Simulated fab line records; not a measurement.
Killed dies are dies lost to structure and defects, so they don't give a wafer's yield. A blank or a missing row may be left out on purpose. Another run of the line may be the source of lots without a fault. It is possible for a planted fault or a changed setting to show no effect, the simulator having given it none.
A lot that was struck, set against a sound lot ; flow sky130 ; 16 out of 708 route steps
Sound: these wafers, L538.3, L538.4, L538.5. Struck: wafer L544.1. (L544.6 of the same lot was not struck and is left out.) The cause comes at the end.
At each step with rows: each side's tool, then ch and its chambers, then its first start. Under that, the readings that differ: sound wafers ; struck wafers ; difference of the means ; sigmas: that difference in standard deviations of wafers without a fault.
alike: words and numbers the same on both sides, and readings whose means are apart by under 2 such deviations; not compared: readings that were withheld, readings missing a value for some wafer, numbers with overlapping values and no deviation given by the record, and bounds like >300 which may hide the same value.
Wherever a step has rows on one side only, a row that says differs or no value, or a row with sigmas, the two part there. Numbers that have no deviation but don't overlap get no sigmas and don't part them. Lack of a reading on every wafer of one side parts them only where that side has two or more wafers.

first, 2 steps without rows for these wafers: SKY_VT_ADJUST_LVTN_PEB_16; SKY_VT_ADJUST_LVTN_DEVELOP_17 (develop time 60 s).
SKY_VT_ADJUST_LVTN_OVL_MEAS_18:
  sound on overlay-02 at day 9 10:38; struck on overlay-02 at day 10 17:01
  alike: VT_ADJUST_LVTN_01_OVL
next, for these wafers, 1 step has no rows: SKY_VT_ADJUST_LVTN_IMPLANT_19.
SKY_VT_ADJUST_LVTN_STRIP_20: strips in O2/N2.
  sound on plasma asher-01 ch 0,1, day 9 10:59; struck on plasma asher-04 ch 0, day 10 17:12
reading;sound;struck;difference;sigmas
drypump motor current A (A);5.3 5.9 5.3;6.7;+1.2;+2
rf hours counter h (h);- - -;41;no value on the sound wafers;
  alike: n2 flow sccm, o2 flow sccm, oes product au, strip time to endpoint s
SKY_VT_ADJUST_LVTN_TW_MEAS_21:
  sound on film metro-02 at day 9 11:04; struck on film metro-02 at day 10 17:18
  alike: VT_ADJUST_LVTN_2_TW
then, 6 steps without rows for these wafers: SKY_VT_ADJUST_NCORE_DEHYDRATE_00 (time 60 s); SKY_VT_ADJUST_NCORE_HMDS_01 (prime time 60 s); SKY_VT_ADJUST_NCORE_COAT_02 (resist thk 1140 nm); SKY_VT_ADJUST_NCORE_SOFTBAKE_03 (time 60 s); SKY_VT_ADJUST_NCORE_EXPOSE_04 (exposes mask LVTN COMPLEMENT THIN, target cd 380 nm); SKY_VT_ADJUST_NCORE_PEB_05.
SKY_VT_ADJUST_NCORE_DEVELOP_06: develop time 60 s.
  sound on litho track-04 ch 0, day 10 09:07; struck on litho track-02 ch 0, day 11 15:16
SKY_VT_ADJUST_NCORE_CD_MEAS_07: the cd target is 380 nm.
  sound on cd sem-02 at day 10 09:16; struck on cd sem-02 at day 11 15:25
reading;sound;struck;difference;sigmas
cd nm (nm);380.7 381.7 380.8;392.6;+11.5;+4
SKY_VT_ADJUST_NCORE_OVL_MEAS_08:
  sound on overlay-01 at day 10 09:21; struck on overlay-01 at day 11 15:32
  alike: VT_ADJUST_NCORE_OVL
-- the record jumps here: 37 days lie between the struck wafers' starts before and after (it left off in module VT_ADJUST_NCORE and takes up again in module PAD_OPEN, whose first step shown is number 708 of the route) --
SKY_PAD_OPEN_PROBE_99:
  sound on prober-02 at day 47 08:17; struck on prober-02 at day 48 10:33
reading;sound;struck;difference;sigmas
killed at contacts;23 22;35;+12;+2
killed dies;81 81;104;+23;+3
  alike: killed_at_M0_to_M3, killed_at_M4_up, killed at front end, killed at other, killed on rim, killed open, killed short

WHERE THEY PART
First at SKY_VT_ADJUST_LVTN_STRIP_20; last, within this record, at SKY_PAD_OPEN_PROBE_99.

WHY: the cause the simulator had injected
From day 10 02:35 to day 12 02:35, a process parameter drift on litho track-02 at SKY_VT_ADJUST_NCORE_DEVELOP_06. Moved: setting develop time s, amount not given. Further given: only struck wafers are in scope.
